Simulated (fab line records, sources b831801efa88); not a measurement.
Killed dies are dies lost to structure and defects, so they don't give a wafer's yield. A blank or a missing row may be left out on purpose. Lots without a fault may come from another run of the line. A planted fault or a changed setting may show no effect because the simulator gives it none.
A struck lot beside a sound one | flow sky130 | 16 steps out of a route of 708
Sound: wafers L243.1, L243.2, L243.6. Struck: wafer L254.6. (L254.2, L254.4 of the same lot were not struck and are left out.) The cause comes at the end.
At each step with rows: each side's tool, then ch and its chambers, then its first start. Under that, the readings that differ: sound wafers | struck wafers | difference of the means | sigmas: that difference in standard deviations of wafers without a fault.
alike: readings whose means differ by less than 2 such deviations, and words and numbers that are the same on both sides. not compared: withheld readings, readings that some wafer has no value for, bounds like >300 that may hide the same value, and numbers for which the record gives no deviation and whose values overlap.
The two part at a step that has a row with sigmas, a row that says differs or no value, or rows on one side only. Numbers that don't overlap but have no deviation are shown without sigmas and don't part them. A reading that every wafer of one side lacks parts them only if that side has two wafers or more.

SKY_LOCAL_INTERCONNECT_THK_MEAS_02: measures by xrf.
  sound on film_metro-04, day 30 03:54; struck on film_metro-04, day 33 02:38
  alike: LOCAL_INTERCONNECT_TIN_THK
then, 8 steps without rows for these wafers: SKY_LOCAL_INTERCONNECT_DEHYDRATE_03 (time 60 s); SKY_LOCAL_INTERCONNECT_HMDS_04 (prime time 60 s); SKY_LOCAL_INTERCONNECT_COAT_05 (resist thk 60 nm); SKY_LOCAL_INTERCONNECT_COAT_06 (resist thk 450 nm); SKY_LOCAL_INTERCONNECT_SOFTBAKE_07 (time 90 s); SKY_LOCAL_INTERCONNECT_EXPOSE_08 (exposes mask LI1M, target cd 170 nm); SKY_LOCAL_INTERCONNECT_PEB_09; SKY_LOCAL_INTERCONNECT_DEVELOP_10 (develop time 60 s).
SKY_LOCAL_INTERCONNECT_CD_MEAS_11: target cd 170 nm.
  sound on cd_sem-02, day 31 07:08; struck on cd_sem-01, day 34 03:46
  alike: cd_nm
SKY_LOCAL_INTERCONNECT_OVL_MEAS_12:
  sound on overlay-01, day 31 07:16; struck on overlay-01, day 34 03:52
  alike: LOCAL_INTERCONNECT_OVL
SKY_LOCAL_INTERCONNECT_ETCH_13: etches BARC in N2/H2, stops on SiO2, time 45.9 s, target depth 60 nm.
  sound on rie_metal-02 ch 0,1, day 31 07:17; struck on rie_metal-02 ch 1, day 34 03:54
  alike: drypump_motor_current_A, oes_product_au, rf_fwd_power_W, throttle_valve_pct
  not compared: rf_hours_counter_h
SKY_LOCAL_INTERCONNECT_METAL_ETCH_14: etches TiN in Cl2/BCl3, stops on PSG, target depth 110 nm, time 31.4 s.
  sound on rie_metal-02 ch 0,1, day 31 07:21; struck on rie_metal-02 ch 1, day 34 03:58
  reading                                                   | sound             | struck | difference | sigmas
  oes_product_au (a.u.)                                     | 0.935 0.940 0.947 | 0.965  | +0.024     | +3
  rf_fwd_power_W (W)                                        | 888 887 888       | 1025   | +137       | +43
  model.KrF-thick_of_LOCAL_INTERCONNECT_COAT_06.thk_nm (nm) | 348.6 351.6 350   | 341.9  | -8.2       |
  model.LOCAL_INTERCONNECT.feature_depth_nm (nm)            | 98.92 100.5 100.1 | 105.3  | +5.5       |
  alike: drypump_motor_current_A, throttle_valve_pct
  not compared: rf_hours_counter_h, model.PSG_of_LI_CONTACT_HDPCVD_00.thk_nm
SKY_LOCAL_INTERCONNECT_STRIP_15: strips in O2/N2.
  sound on plasma_asher-04 ch 0,1, day 31 07:25; struck on plasma_asher-03 ch 0, day 34 04:01
  reading                      | sound             | struck | difference | sigmas
  oes_product_au (a.u.)        | 0.424 0.427 0.430 | 0.415  | -0.012     | -3
  strip_time_to_endpoint_s (s) | 4.728 4.744 4.738 | 4.657  | -0.080     | -4
  alike: drypump_motor_current_A
  not compared: rf_hours_counter_h
then, 1 step without rows for these wafers: SKY_LOCAL_INTERCONNECT_STRIP_16 (strips in post etch residue remover, time 1200 s).
SKY_PAD_OPEN_PROBE_99:
  the record has rows for the sound wafers here (prober-01, day 46 04:48) and none for the struck ones

WHERE THEY PART
First at SKY_LOCAL_INTERCONNECT_METAL_ETCH_14; last, within this record, at SKY_PAD_OPEN_PROBE_99.

WHY: what the simulator had put in
Process parameter drift: rie_metal-02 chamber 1, from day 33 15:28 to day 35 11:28, at SKY_LOCAL_INTERCONNECT_METAL_ETCH_14. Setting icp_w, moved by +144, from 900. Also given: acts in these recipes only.
